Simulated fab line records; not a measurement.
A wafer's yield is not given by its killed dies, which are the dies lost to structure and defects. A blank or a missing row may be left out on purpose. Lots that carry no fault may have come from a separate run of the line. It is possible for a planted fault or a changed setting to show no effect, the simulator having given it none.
Comparing a struck lot with a sound one ; flow sfqLine ; 42 steps out of a route of 325
Sound: wafers L815.1, L815.3, L815.5. Struck: wafer L824.2 (L824.4, L824.5, from the same lot, were not struck and are left out); the cause is given at the end.
At each step with rows: each side's tool, then ch and its chambers, then its first start. Under that, the readings that differ: sound wafers ; struck wafers ; difference of the means ; sigmas: that difference in standard deviations of wafers without a fault.
alike: readings whose means differ by less than 2 such deviations, and words and numbers that are the same on both sides. not compared: withheld readings, readings that some wafer has no value for, bounds like >300 that may hide the same value, and numbers for which the record gives no deviation and whose values overlap.
A row with sigmas, a row that says differs or no value, or rows on one side alone: a step with any of these is where the two part. Non-overlapping numbers with no deviation appear without sigmas and do not part them. Lack of a reading on every wafer of one side parts them only where that side has two or more wafers.

first, 6 steps without rows for these wafers: SFQ_TRILAYER_I2_VIA_LITHO_COAT_072 (resist thk 62 nm); SFQ_TRILAYER_I2_VIA_LITHO_COAT_067 (resist thk 650 nm); SFQ_TRILAYER_I2_VIA_LITHO_SOFTBAKE_071; SFQ_TRILAYER_I2_VIA_LITHO_EXPOSE_068 (exposes mask I2, target cd 500 nm); SFQ_TRILAYER_I2_VIA_LITHO_PEB_070 (peb time 60 s); SFQ_TRILAYER_I2_VIA_LITHO_DEVELOP_069 (time 60 s).
SFQ_I2_OVL_MEAS_918:
  sound on overlay-02, day 23 12:50; struck on overlay-01, day 32 00:08
  alike: I2_OVL
then, 2 steps without rows for these wafers: SFQ_TRILAYER_I2_VIA_BARC_OPEN_VIA_ETCH_096 (etches BARC in O2, target depth 125 nm, time 41.7 s); SFQ_TRILAYER_I2_VIA_ETCH_VIA_ETCH_070 (etches SiO2 in CHF3, stops on Nb, target depth 260 nm).
SFQ_TRILAYER_I2_VIA_STRIP_STRIP_071: strips in O2.
  sound on rieMetal-03 ch 0,1, day 23 13:02; struck on rieMetal-02 ch 1, day 32 00:20
reading;sound;struck;difference;sigmas
oesProductAu (a.u.);1.001 0.995 1.011;0.987;-0.015;-2
  alike: drypumpMotorCurrentA, platenTempC
  not compared: rfHoursCounterH
then, 2 steps without rows for these wafers: SFQ_TRILAYER_I2_VIA_STRIP_SOLV_CLEAN_072 (cleans in NMP, time 600 s); SFQ_TRILAYER_M3_DEP_PRE_CLEAN_074 (time 22.5 s).
SFQ_TRILAYER_M3_DEP_SPUTTER_073: material Nb, target thk 200 nm, time 133.3 s.
  sound on pvdSputter-06, day 23 13:50; struck on pvdSputter-06, day 32 01:08
reading;sound;struck;difference;sigmas
model.Nb_of_TRILAYER_M3_DEP_SPUTTER_073.thkNm (nm);198.3 199.3 197.2;204.7;+6.4;
  alike: throttleValvePct
SFQ_M3_RS_MEAS_919: measures by four-point-probe.
  sound on filmMetro-03, day 23 13:55; struck on filmMetro-03, day 32 01:14
reading;sound;struck;difference;sigmas
M3_NB_RS (ohm/sq);0.895 0.891 0.902;0.867;-0.029;-3
then, 6 steps without rows for these wafers: SFQ_TRILAYER_M3_LITHO_COAT_080 (resist thk 62 nm); SFQ_TRILAYER_M3_LITHO_COAT_075 (resist thk 600 nm); SFQ_TRILAYER_M3_LITHO_SOFTBAKE_079; SFQ_TRILAYER_M3_LITHO_EXPOSE_076 (exposes mask M3, target cd 500 nm); SFQ_TRILAYER_M3_LITHO_PEB_078 (peb time 60 s); SFQ_TRILAYER_M3_LITHO_DEVELOP_077 (time 60 s).
-- the record jumps here: 6 days lie between the struck wafers' starts before and after --
SFQ_M3_OVL_MEAS_921:
  sound on overlay-01, day 24 03:02; struck on overlay-02, day 38 05:39
  alike: M3_OVL
then, 1 step without rows for these wafers: SFQ_TRILAYER_M3_BARC_OPEN_METAL_ETCH_100 (etches BARC in O2, target depth 125 nm, time 41.7 s).
SFQ_TRILAYER_M3_ETCH_METAL_ETCH_078: etches Nb in Cl2/Ar, stops on SiO2, target depth 240 nm, time 120 s.
  sound on rieMetal-02 ch 0, day 24 03:08; struck on rieMetal-02 ch 0, day 38 05:44
reading;sound;struck;difference;sigmas
model.etch.depthNm (nm);198.3 199.3 197.2;204.7;+6.4;
model.M3.featureDepthNm (nm);198.3 199.3 197.2;204.7;+6.4;
  alike: drypumpMotorCurrentA, oesProductAu
  not compared: rfHoursCounterH
SFQ_TRILAYER_M3_STRIP_STRIP_079: strips in O2.
  sound on rieMetal-02 ch 0, day 24 03:16; struck on rieMetal-02 ch 0, day 38 05:52
  alike: drypumpMotorCurrentA, oesProductAu, platenTempC
  not compared: rfHoursCounterH
then, 2 steps without rows for these wafers: SFQ_TRILAYER_M3_STRIP_SOLV_CLEAN_080 (cleans in NMP, time 600 s); SFQ_TRILAYER_I3_DEP_PECVD_081 (deposits SiO2 from SiH4/N2O, time 111.11 s, target thk 500 nm).
SFQ_TRILAYER_I3_CMP_CMP_082: polishes SiO2.
  sound on cmp-01 ch 1,2, day 24 20:12; struck on cmp-02 ch 1, day 38 07:49
  alike: motorCurrentA, retainingRingPressureFrac, timeToEndpointS
SFQ_I3_BOW_MEAS_922:
  sound on filmMetro-01, day 24 23:12; struck on filmMetro-02, day 38 10:20
  alike: I3_BOW
SFQ_TRILAYER_I3_METRO_MEASURE_083:
  sound on filmMetro-01, day 24 23:19; struck on filmMetro-02, day 38 10:38
  alike: thkNm
then, 6 steps without rows for these wafers: SFQ_TRILAYER_I3_VIA_LITHO_COAT_090 (resist thk 62 nm); SFQ_TRILAYER_I3_VIA_LITHO_COAT_085 (resist thk 650 nm); SFQ_TRILAYER_I3_VIA_LITHO_SOFTBAKE_089; SFQ_TRILAYER_I3_VIA_LITHO_EXPOSE_086 (exposes mask I3, target cd 500 nm); SFQ_TRILAYER_I3_VIA_LITHO_PEB_088 (peb time 60 s); SFQ_TRILAYER_I3_VIA_LITHO_DEVELOP_087 (time 60 s).
SFQ_I3_OVL_MEAS_923:
  sound on overlay-01, day 30 15:16; struck on overlay-02, day 38 13:59
  alike: I3_OVL
then, 1 step without rows for these wafers: SFQ_TRILAYER_I3_VIA_BARC_OPEN_VIA_ETCH_121 (etches BARC in O2, target depth 125 nm, time 41.7 s).
SFQ_TRILAYER_I3_VIA_ETCH_VIA_ETCH_088: etches SiO2 in CHF3, stops on Nb, target depth 260 nm.
  sound on rieDiel-04 ch 0,3, day 30 15:20; struck on rieDiel-02 ch 3, day 38 14:03
  alike: drypumpMotorCurrentA, oesProductAu
then, 3 steps without rows for these wafers: SFQ_TRILAYER_I3_VIA_STRIP_STRIP_089 (strips in O2); SFQ_TRILAYER_I3_VIA_STRIP_SOLV_CLEAN_090 (cleans in NMP, time 600 s); SFQ_TRILAYER_M4_DEP_PRE_CLEAN_092 (time 22.5 s).
-- the record jumps here: 47 days lie between the struck wafers' starts before and after --
SFQ_M8_BOW_MEAS_951:
  sound on filmMetro-04, day 81 13:52; struck on filmMetro-04, day 85 08:01
reading;sound;struck;difference;sigmas
model.etest.m3.ohmUm;1.794 1.787 1.806;1.731;-0.065;
model.etest.i2.linkOhm;1.981 1.972 1.988;1.952;-0.028;
model.etest.i3.linkOhm;1.974 1.973 1.959;1.956;-0.013;
model.etest.m3.ohmSq;0.8966 0.892 0.9015;0.8686;-0.0281;
  alike: M8_BOW

WHERE THEY PART
At SFQ_TRILAYER_I2_VIA_STRIP_STRIP_071 first; at SFQ_M3_RS_MEAS_919 last (within this record only). Later steps at which nothing parts them and some readings are alike: SFQ_M3_OVL_MEAS_921, SFQ_TRILAYER_M3_ETCH_METAL_ETCH_078, SFQ_TRILAYER_M3_STRIP_STRIP_079, SFQ_TRILAYER_I3_CMP_CMP_082, SFQ_I3_BOW_MEAS_922, SFQ_TRILAYER_I3_METRO_MEASURE_083, SFQ_I3_OVL_MEAS_923, SFQ_TRILAYER_I3_VIA_ETCH_VIA_ETCH_088, SFQ_M8_BOW_MEAS_951.

WHY: what had been put in by the simulator
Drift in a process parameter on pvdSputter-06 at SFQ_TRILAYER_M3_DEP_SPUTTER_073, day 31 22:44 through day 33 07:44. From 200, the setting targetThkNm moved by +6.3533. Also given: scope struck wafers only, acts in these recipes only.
